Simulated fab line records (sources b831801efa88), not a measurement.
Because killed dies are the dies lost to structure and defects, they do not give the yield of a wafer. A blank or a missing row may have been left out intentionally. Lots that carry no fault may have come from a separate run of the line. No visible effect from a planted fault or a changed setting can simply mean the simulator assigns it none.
Which tool did it? :: flow gf180mcu :: 24 lots with 72 wafers sampled at 5 steps, on a route of 602 steps

## WHAT THE GAUGES READ, wafer by wafer
GF_V1_THK_MEAS_03.
lot: L074
measured: day 17 00:19
on: film_metro-02
V1_CVD_02_THK (nm): 856 861 853

lot: L075
measured: day 17 11:27
on: film_metro-01
V1_CVD_02_THK (nm): 851 863 870

lot: L076
measured: day 17 15:46
on: film_metro-01
V1_CVD_02_THK (nm): 855 851 867

lot: L077
measured: day 17 19:31
on: film_metro-02
V1_CVD_02_THK (nm): 844 847 854

lot: L078
measured: day 18 11:45
on: film_metro-01
V1_CVD_02_THK (nm): 840 850 843

lot: L079
measured: day 18 20:17
on: film_metro-02
V1_CVD_02_THK (nm): 853 848 864

lot: L080
measured: day 19 06:38
on: film_metro-01
V1_CVD_02_THK (nm): 832 854 858

lot: L081
measured: day 19 17:55
on: film_metro-04
V1_CVD_02_THK (nm): 845 847 853

lot: L082
measured: day 20 04:56
on: film_metro-02
V1_CVD_02_THK (nm): 855 870 870

lot: L083
measured: day 20 11:51
on: film_metro-02
V1_CVD_02_THK (nm): 848 855 858

lot: L084
measured: day 21 03:51
on: film_metro-01
V1_CVD_02_THK (nm): 854 850 852

lot: L085
measured: day 21 14:30
on: film_metro-02
V1_CVD_02_THK (nm): 839 845 847

lot: L086
measured: day 21 14:50
on: film_metro-02
V1_CVD_02_THK (nm): 849 845 833

lot: L087
measured: day 21 22:38
on: film_metro-01
V1_CVD_02_THK (nm): 853 853 851

lot: L088
measured: day 22 10:14
on: film_metro-04
V1_CVD_02_THK (nm): 847 850 861

lot: L089
measured: day 22 20:54
on: film_metro-02
V1_CVD_02_THK (nm): 851 838 860

lot: L090
measured: day 23 05:44
on: film_metro-04
V1_CVD_02_THK (nm): 842 871 858

lot: L091
measured: day 23 09:59
on: film_metro-01
V1_CVD_02_THK (nm): 847 863 860

lot: L092
measured: day 23 18:33
on: film_metro-01
V1_CVD_02_THK (nm): 845 839 865

lot: L093
measured: day 23 23:42
on: film_metro-01
V1_CVD_02_THK (nm): 834 838 853

lot: L094
measured: day 24 08:29
on: film_metro-04
V1_CVD_02_THK (nm): 848 847 857

lot: L095
measured: day 24 13:31
on: film_metro-02
V1_CVD_02_THK (nm): 853 868 868

lot: L096
measured: day 24 20:46
on: film_metro-04
V1_CVD_02_THK (nm): 851 854 862

lot: L097
measured: day 25 04:18
on: film_metro-01
V1_CVD_02_THK (nm): 849 845 853

GF_V4_CD_MEAS_14: the cd target is 260 nm.
lot: L074
measured: day 24 08:32
on: cd_sem-01
cd_nm (nm): 258.2 258.6 257.7

lot: L075
measured: day 24 18:39
on: cd_sem-01
cd_nm (nm): 260.2 258.9 258.6

lot: L076
measured: day 24 21:04
on: cd_sem-02
cd_nm (nm): 260.3 262.0 260.5

lot: L077
measured: day 25 01:40
on: cd_sem-02
cd_nm (nm): 260.6 260.4 261.0

lot: L078
measured: day 25 22:50
on: cd_sem-02
cd_nm (nm): 262.5 261.5 262.7

lot: L079
measured: day 25 23:20
on: cd_sem-02
cd_nm (nm): 262.1 260.6 261.4

lot: L080
measured: day 26 07:58
on: cd_sem-02
cd_nm (nm): 258.6 261.3 260.8

lot: L081
measured: day 26 17:53
on: cd_sem-01
cd_nm (nm): 258.4 259.6 259.3

lot: L082
measured: day 27 04:47
on: cd_sem-01
cd_nm (nm): 259.8 259.9 261.1

lot: L083
measured: day 27 10:09
on: cd_sem-02
cd_nm (nm): 261.3 261.6 262.4

lot: L084
measured: day 27 22:54
on: cd_sem-02
cd_nm (nm): 259.9 258.0 258.9

lot: L085
measured: day 28 07:29
on: cd_sem-01
cd_nm (nm): 259.4 258.7 259.1

lot: L086
measured: day 28 09:45
on: cd_sem-01
cd_nm (nm): 261.4 261.7 262.1

lot: L087
measured: day 28 15:21
on: cd_sem-01
cd_nm (nm): 260.4 261.0 260.9

lot: L088
measured: day 28 23:53
on: cd_sem-01
cd_nm (nm): 260.0 260.4 259.9

lot: L089
measured: day 29 07:56
on: cd_sem-01
cd_nm (nm): 262.4 259.9 260.4

lot: L090
measured: day 29 16:20
on: cd_sem-02
cd_nm (nm): 259.6 259.8 259.7

lot: L091
measured: day 29 20:16
on: cd_sem-01
cd_nm (nm): 258.7 259.0 258.5

lot: L092
measured: day 30 01:38
on: cd_sem-01
cd_nm (nm): 260.8 259.6 260.2

lot: L093
measured: day 30 06:12
on: cd_sem-01
cd_nm (nm): 260.5 259.4 259.2

lot: L094
measured: day 30 13:56
on: cd_sem-01
cd_nm (nm): 259.9 259.5 259.9

lot: L095
measured: day 30 18:05
on: cd_sem-01
cd_nm (nm): 259.7 260.3 259.1

lot: L096
measured: day 30 23:38
on: cd_sem-02
cd_nm (nm): 260.9 261.5 262.5

lot: L097
measured: day 31 05:28
on: cd_sem-02
cd_nm (nm): 260.2 260.3 259.2

## WHAT TOOL EACH LOT RAN ON (gives the tool, then ch and the chambers of the sampled wafers, and finally the start)
lot: L074
GF_V2_SPUTTER_22: pvd_sputter-02, day 20 03:59
GF_M3_SPUTTER_03: pvd_sputter-01, day 20 04:47
GF_M4_SPUTTER_02: pvd_sputter-01, day 22 08:50

lot: L075
GF_V2_SPUTTER_22: pvd_sputter-04, day 20 15:40
GF_M3_SPUTTER_03: pvd_sputter-01, day 20 16:28
GF_M4_SPUTTER_02: pvd_sputter-04, day 22 19:56

lot: L076
GF_V2_SPUTTER_22: pvd_sputter-03, day 20 19:37
GF_M3_SPUTTER_03: pvd_sputter-02, day 20 20:26
GF_M4_SPUTTER_02: pvd_sputter-04, day 22 23:11

lot: L077
GF_V2_SPUTTER_22: pvd_sputter-02, day 20 23:40
GF_M3_SPUTTER_03: pvd_sputter-01, day 21 00:28
GF_M4_SPUTTER_02: pvd_sputter-01, day 23 03:13

lot: L078
GF_V2_SPUTTER_22: pvd_sputter-04, day 22 01:02
GF_M3_SPUTTER_03: pvd_sputter-03, day 22 01:50
GF_M4_SPUTTER_02: pvd_sputter-01, day 24 03:20

lot: L079
GF_V2_SPUTTER_22: pvd_sputter-02, day 22 01:29
GF_M3_SPUTTER_03: pvd_sputter-01, day 22 02:26
GF_M4_SPUTTER_02: pvd_sputter-04, day 24 03:23

lot: L080
GF_V2_SPUTTER_22: pvd_sputter-03, day 22 10:59
GF_M3_SPUTTER_03: pvd_sputter-02, day 22 11:47
GF_M4_SPUTTER_02: pvd_sputter-03, day 24 12:29

lot: L081
GF_V2_SPUTTER_22: pvd_sputter-02, day 22 22:21
GF_M3_SPUTTER_03: pvd_sputter-02, day 22 23:08
GF_M4_SPUTTER_02: pvd_sputter-01, day 24 22:29

lot: L082
GF_V2_SPUTTER_22: pvd_sputter-04, day 23 09:31
GF_M3_SPUTTER_03: pvd_sputter-03, day 23 10:19
GF_M4_SPUTTER_02: pvd_sputter-04, day 25 09:37

lot: L083
GF_V2_SPUTTER_22: pvd_sputter-03, day 23 15:13
GF_M3_SPUTTER_03: pvd_sputter-01, day 23 16:01
GF_M4_SPUTTER_02: pvd_sputter-03, day 25 15:08

lot: L084
GF_V2_SPUTTER_22: pvd_sputter-04, day 24 05:33
GF_M3_SPUTTER_03: pvd_sputter-02, day 24 06:20
GF_M4_SPUTTER_02: pvd_sputter-04, day 26 05:20

lot: L085
GF_V2_SPUTTER_22: pvd_sputter-02, day 24 15:59
GF_M3_SPUTTER_03: pvd_sputter-03, day 24 16:46
GF_M4_SPUTTER_02: pvd_sputter-03, day 26 14:29

lot: L086
GF_V2_SPUTTER_22: pvd_sputter-04, day 24 16:59
GF_M3_SPUTTER_03: pvd_sputter-01, day 24 17:47
GF_M4_SPUTTER_02: pvd_sputter-01, day 26 16:56

lot: L087
GF_V2_SPUTTER_22: pvd_sputter-02, day 24 23:50
GF_M3_SPUTTER_03: pvd_sputter-01, day 25 00:38
GF_M4_SPUTTER_02: pvd_sputter-03, day 26 21:35

lot: L088
GF_V2_SPUTTER_22: pvd_sputter-03, day 25 09:03
GF_M3_SPUTTER_03: pvd_sputter-02, day 25 09:50
GF_M4_SPUTTER_02: pvd_sputter-04, day 27 06:35

lot: L089
GF_V2_SPUTTER_22: pvd_sputter-03, day 25 18:59
GF_M3_SPUTTER_03: pvd_sputter-02, day 25 19:47
GF_M4_SPUTTER_02: pvd_sputter-04, day 27 16:08

lot: L090
GF_V2_SPUTTER_22: pvd_sputter-04, day 26 03:59
GF_M3_SPUTTER_03: pvd_sputter-01, day 26 04:47
GF_M4_SPUTTER_02: pvd_sputter-03, day 28 00:11

lot: L091
GF_V2_SPUTTER_22: pvd_sputter-03, day 26 07:53
GF_M3_SPUTTER_03: pvd_sputter-01, day 26 08:41
GF_M4_SPUTTER_02: pvd_sputter-04, day 28 04:31

lot: L092
GF_V2_SPUTTER_22: pvd_sputter-02, day 26 15:53
GF_M3_SPUTTER_03: pvd_sputter-03, day 26 16:41
GF_M4_SPUTTER_02: pvd_sputter-03, day 28 10:32

lot: L093
GF_V2_SPUTTER_22: pvd_sputter-04, day 26 19:43
GF_M3_SPUTTER_03: pvd_sputter-02, day 26 20:31
GF_M4_SPUTTER_02: pvd_sputter-03, day 28 15:59

lot: L094
GF_V2_SPUTTER_22: pvd_sputter-04, day 27 04:24
GF_M3_SPUTTER_03: pvd_sputter-02, day 27 05:11
GF_M4_SPUTTER_02: pvd_sputter-03, day 28 23:26

lot: L095
GF_V2_SPUTTER_22: pvd_sputter-02, day 27 09:19
GF_M3_SPUTTER_03: pvd_sputter-03, day 27 10:07
GF_M4_SPUTTER_02: pvd_sputter-03, day 29 03:25

lot: L096
GF_V2_SPUTTER_22: pvd_sputter-04, day 27 15:24
GF_M3_SPUTTER_03: pvd_sputter-02, day 27 16:14
GF_M4_SPUTTER_02: pvd_sputter-04, day 29 09:44

lot: L097
GF_V2_SPUTTER_22: pvd_sputter-02, day 27 23:13
GF_M3_SPUTTER_03: pvd_sputter-02, day 28 00:01
GF_M4_SPUTTER_02: pvd_sputter-03, day 29 17:01
- GF_V2_SPUTTER_22: material TiN, target thk 10 nm, time 40 s.
- GF_M3_SPUTTER_03: material Ti, target thk 10 nm, time 6.7 s.
- GF_M4_SPUTTER_02: material AlCu, target thk 450 nm, time 23.9 s.

## AS READ BY THE TOOLS THEMSELVES (means over the sampled wafers that have a number; for cases with no such wafer, the mark the record gives instead)
GF_V2_SPUTTER_22.
lot: L074
tool: pvd_sputter-02
throttle_valve_pct (%): 29.8

lot: L075
tool: pvd_sputter-04
throttle_valve_pct (%): 29.1

lot: L076
tool: pvd_sputter-03
throttle_valve_pct (%): 30.5

lot: L077
tool: pvd_sputter-02
throttle_valve_pct (%): 29.9

lot: L078
tool: pvd_sputter-04
throttle_valve_pct (%): 28.1

lot: L079
tool: pvd_sputter-02
throttle_valve_pct (%): 29.5

lot: L080
tool: pvd_sputter-03
throttle_valve_pct (%): 30.1

lot: L081
tool: pvd_sputter-02
throttle_valve_pct (%): 29.7

lot: L082
tool: pvd_sputter-04
throttle_valve_pct (%): 29.5

lot: L083
tool: pvd_sputter-03
throttle_valve_pct (%): 30.4

lot: L084
tool: pvd_sputter-04
throttle_valve_pct (%): 30.7

lot: L085
tool: pvd_sputter-02
throttle_valve_pct (%): 30.5

lot: L086
tool: pvd_sputter-04
throttle_valve_pct (%): 29.0

lot: L087
tool: pvd_sputter-02
throttle_valve_pct (%): 31.2

lot: L088
tool: pvd_sputter-03
throttle_valve_pct (%): 30.4

lot: L089
tool: pvd_sputter-03
throttle_valve_pct (%): 30.5

lot: L090
tool: pvd_sputter-04
throttle_valve_pct (%): 30.2

lot: L091
tool: pvd_sputter-03
throttle_valve_pct (%): 30.2

lot: L092
tool: pvd_sputter-02
throttle_valve_pct (%): 30.2

lot: L093
tool: pvd_sputter-04
throttle_valve_pct (%): 30.6

lot: L094
tool: pvd_sputter-04
throttle_valve_pct (%): 29.2

lot: L095
tool: pvd_sputter-02
throttle_valve_pct (%): 31.1

lot: L096
tool: pvd_sputter-04
throttle_valve_pct (%): 30.3

lot: L097
tool: pvd_sputter-02
throttle_valve_pct (%): 30.3

GF_M3_SPUTTER_03.
lot: L074
tool: pvd_sputter-01
throttle_valve_pct (%): 30.3

lot: L075
tool: pvd_sputter-01
throttle_valve_pct (%): 30.3

lot: L076
tool: pvd_sputter-02
throttle_valve_pct (%): 29.8

lot: L077
tool: pvd_sputter-01
throttle_valve_pct (%): 30.2

lot: L078
tool: pvd_sputter-03
throttle_valve_pct (%): 30.1

lot: L079
tool: pvd_sputter-01
throttle_valve_pct (%): 30.5

lot: L080
tool: pvd_sputter-02
throttle_valve_pct (%): 28.7

lot: L081
tool: pvd_sputter-02
throttle_valve_pct (%): 29.5

lot: L082
tool: pvd_sputter-03
throttle_valve_pct (%): 30.5

lot: L083
tool: pvd_sputter-01
throttle_valve_pct (%): 30.9

lot: L084
tool: pvd_sputter-02
throttle_valve_pct (%): 30.9

lot: L085
tool: pvd_sputter-03
throttle_valve_pct (%): 30.3

lot: L086
tool: pvd_sputter-01
throttle_valve_pct (%): 30.0

lot: L087
tool: pvd_sputter-01
throttle_valve_pct (%): 30.0

lot: L088
tool: pvd_sputter-02
throttle_valve_pct (%): 29.9

lot: L089
tool: pvd_sputter-02
throttle_valve_pct (%): 30.6

lot: L090
tool: pvd_sputter-01
throttle_valve_pct (%): 30.1

lot: L091
tool: pvd_sputter-01
throttle_valve_pct (%): 29.4

lot: L092
tool: pvd_sputter-03
throttle_valve_pct (%): 30.5

lot: L093
tool: pvd_sputter-02
throttle_valve_pct (%): 30.6

lot: L094
tool: pvd_sputter-02
throttle_valve_pct (%): 29.7

lot: L095
tool: pvd_sputter-03
throttle_valve_pct (%): 30.4

lot: L096
tool: pvd_sputter-02
throttle_valve_pct (%): 30.9

lot: L097
tool: pvd_sputter-02
throttle_valve_pct (%): 30.3

GF_M4_SPUTTER_02.
lot: L074
tool: pvd_sputter-01
throttle_valve_pct (%): 30.2

lot: L075
tool: pvd_sputter-04
throttle_valve_pct (%): 30.5

lot: L076
tool: pvd_sputter-04
throttle_valve_pct (%): 29.1

lot: L077
tool: pvd_sputter-01
throttle_valve_pct (%): 30.9

lot: L078
tool: pvd_sputter-01
throttle_valve_pct (%): 30.5

lot: L079
tool: pvd_sputter-04
throttle_valve_pct (%): 29.4

lot: L080
tool: pvd_sputter-03
throttle_valve_pct (%): 30.0

lot: L081
tool: pvd_sputter-01
throttle_valve_pct (%): 30.7

lot: L082
tool: pvd_sputter-04
throttle_valve_pct (%): 29.0

lot: L083
tool: pvd_sputter-03
throttle_valve_pct (%): 30.0

lot: L084
tool: pvd_sputter-04
throttle_valve_pct (%): 29.8

lot: L085
tool: pvd_sputter-03
throttle_valve_pct (%): 30.5

lot: L086
tool: pvd_sputter-01
throttle_valve_pct (%): 30.1

lot: L087
tool: pvd_sputter-03
throttle_valve_pct (%): 30.7

lot: L088
tool: pvd_sputter-04
throttle_valve_pct (%): 29.4

lot: L089
tool: pvd_sputter-04
throttle_valve_pct (%): 29.5

lot: L090
tool: pvd_sputter-03
throttle_valve_pct (%): 30.3

lot: L091
tool: pvd_sputter-04
throttle_valve_pct (%): 30.5

lot: L092
tool: pvd_sputter-03
throttle_valve_pct (%): 30.6

lot: L093
tool: pvd_sputter-03
throttle_valve_pct (%): 30.4

lot: L094
tool: pvd_sputter-03
throttle_valve_pct (%): 30.4

lot: L095
tool: pvd_sputter-03
throttle_valve_pct (%): 30.0

lot: L096
tool: pvd_sputter-04
throttle_valve_pct (%): 30.2

lot: L097
tool: pvd_sputter-03
throttle_valve_pct (%): 30.5

## THE ANSWER, worked out from the rows above alone
Rule: the usual values come from the lots themselves. The widest of any qualifying gaps counts: lots, ordered by their means at a reading, are off when they make up no more than a third of the lots, leave a main group of 4 or more, and stand apart from it by 3 or more times the standard deviation of that group's means. If all means in a main group match to the digits the tables above print for the reading, that group is not used. Also off: a lot with no number at a reading for which 4 or more lots have one. Where the step has rows for the other lots, those lots are counted as sound. Order of review: gauges by route order, followed by the tools' own readings, for which a lot's mean as printed above is used. At the first step where some lot is off, the reading lying furthest off is the one used; lots without a number count as furthest.
No lot is off at any reading shown: from this, nothing can be told.

## WHAT WAS PUT IN BY THE SIMULATOR
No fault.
